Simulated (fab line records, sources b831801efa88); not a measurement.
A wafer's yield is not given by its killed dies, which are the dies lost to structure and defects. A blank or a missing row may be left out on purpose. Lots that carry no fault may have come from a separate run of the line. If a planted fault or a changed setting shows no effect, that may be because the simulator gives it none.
Tool commonality check | flow gf180mcu | 39 wafers sampled across 13 lots

## THE REASON FOR OPENING IT
Of 13 lots, 1 have the reading VT_IMPLANT_2_TW flagged at GF_VT_IMPLANT_TW_MEAS_21. No-fault wafers: 1210, standard deviation 10.
Rule: a lot is flagged when every wafer of it that has a number lies more than 4 standard deviations from that mean, or none has a number. The rest of the lots are taken to be sound.

lot  | measured     | on            | VT_IMPLANT_2_TW, wafer by wafer | flag
L204 | day 6 01:43  | film-metro-04 | 1218 1222 1213                  |
L205 | day 6 09:22  | film-metro-01 | 1221 1221 1211                  |
L207 | day 6 20:07  | film-metro-03 | 1201 1206 1206                  |
L209 | day 7 09:38  | film-metro-01 | 1197 1191 1202                  |
L214 | day 9 09:45  | film-metro-01 | 1195 1198 1193                  |
L217 | day 9 22:16  | film-metro-04 | 30 30 30                        | FLAGGED
L219 | day 10 12:49 | film-metro-04 | 1224 1216 1215                  |
L218 | day 10 15:14 | film-metro-03 | 1217 1217 1215                  |
L221 | day 10 21:13 | film-metro-01 | 1204 1205 1205                  |
L220 | day 10 21:31 | film-metro-03 | 1223 1222 1217                  |
L222 | day 11 01:58 | film-metro-04 | 1213 1211 1211                  |
L224 | day 11 11:49 | film-metro-01 | 1189 1193 1197                  |
L225 | day 11 21:58 | film-metro-01 | 1188 1190 1194                  |
Averaged over the flagged lots the numbers come to 30, -1180 from the usual (-99 or more standard deviations).

## LOT BY LOT: THE TOOL USED
Before the reading, the record contains 2 process steps out of a 602-step route. Read each cell as the tool, then ch plus the chambers that the sampled wafers visited, then the start.
lot  | flag    | GF_DNWELL_STRIP_08                  | GF_VT_IMPLANT_EXPOSE_15
L204 |         | plasma-asher-04 ch 0,1, day 2 18:11 | iline-stepper-02 ch 0, day 5 18:32
L205 |         | plasma-asher-01 ch 0,1, day 3 00:13 | iline-stepper-01 ch 0, day 6 01:54
L207 |         | plasma-asher-04 ch 0,1, day 3 09:37 | iline-stepper-01 ch 0, day 6 13:17
L209 |         | plasma-asher-04 ch 0,1, day 3 20:52 | iline-stepper-01 ch 0, day 7 02:07
L214 |         | plasma-asher-04 ch 0,1, day 5 10:46 | iline-stepper-02 ch 0, day 9 01:11
L217 | FLAGGED | plasma-asher-01 ch 0,1, day 5 20:58 | iline-stepper-01 ch 0, day 9 13:21
L219 |         | plasma-asher-04 ch 0,1, day 6 10:32 | iline-stepper-01 ch 0, day 10 04:03
L218 |         | plasma-asher-02 ch 0,1, day 6 10:43 | iline-stepper-01 ch 0, day 10 06:15
L221 |         | plasma-asher-04 ch 0,1, day 6 16:16 | iline-stepper-01 ch 0, day 10 12:08
L220 |         | plasma-asher-01 ch 0,1, day 6 16:25 | iline-stepper-02 ch 0, day 10 12:22
L222 |         | plasma-asher-02 ch 1, day 6 19:35   | iline-stepper-01 ch 0, day 10 16:28
L224 |         | plasma-asher-04 ch 0,1, day 7 03:59 | iline-stepper-01 ch 0, day 11 02:31
L225 |         | plasma-asher-04 ch 0,1, day 7 12:47 | iline-stepper-01 ch 0, day 11 12:36
What these steps do:
- GF_DNWELL_STRIP_08: strips in O2/N2.
- GF_VT_IMPLANT_EXPOSE_15: exposes mask Nwell LV AREA, target cd 860 nm.
- GF_VT_IMPLANT_TW_MEAS_21

## FLAGGED OVER TOTAL, TOOL BY TOOL (the gauges that took the reading come last)
step                     | tool             | lots run | flagged | share of the flagged lots | sound lots run after its first flagged lot
GF_DNWELL_STRIP_08       | plasma-asher-01  | 3        | 1       | all                       | 1 (L220)
GF_DNWELL_STRIP_08       | plasma-asher-02  | 2        | 0       | none                      | -
GF_DNWELL_STRIP_08       | plasma-asher-04  | 8        | 0       | none                      | -
GF_VT_IMPLANT_EXPOSE_15  | iline-stepper-01 | 10       | 1       | all                       | 6 (L219,L218,L221,L222,L224,L225)
GF_VT_IMPLANT_EXPOSE_15  | iline-stepper-02 | 3        | 0       | none                      | -
GF_VT_IMPLANT_TW_MEAS_21 | film-metro-01    | 6        | 0       | none                      | -
GF_VT_IMPLANT_TW_MEAS_21 | film-metro-03    | 3        | 0       | none                      | -
GF_VT_IMPLANT_TW_MEAS_21 | film-metro-04    | 4        | 1       | all                       | 2 (L219,L222)

## THE TABLE: WHAT IT ALLOWS
3 rows of the table ran every flagged lot: plasma-asher-01 at GF_DNWELL_STRIP_08, iline-stepper-01 at GF_VT_IMPLANT_EXPOSE_15, film-metro-04 at GF_VT_IMPLANT_TW_MEAS_21.
- plasma-asher-01 at GF_DNWELL_STRIP_08 ran 3 lots, 1 of them flagged. Sound lots followed the first flagged one (L220) on it, something a lasting fault affecting the whole tool could not allow.
- iline-stepper-01 at GF_VT_IMPLANT_EXPOSE_15 ran 10 lots, 1 of them flagged. Sound lots followed the first flagged one (L219, L218, L221, L222, L224, L225) on it, something a lasting fault affecting the whole tool could not allow.
- film-metro-04 at GF_VT_IMPLANT_TW_MEAS_21 ran 4 lots, 1 of them flagged. Sound lots followed the first flagged one (L219, L222) on it, something a lasting fault affecting the whole tool could not allow.
No row of the table ran every flagged lot and no sound lot after the first.

## WHAT THE SIMULATOR HAD PUT IN
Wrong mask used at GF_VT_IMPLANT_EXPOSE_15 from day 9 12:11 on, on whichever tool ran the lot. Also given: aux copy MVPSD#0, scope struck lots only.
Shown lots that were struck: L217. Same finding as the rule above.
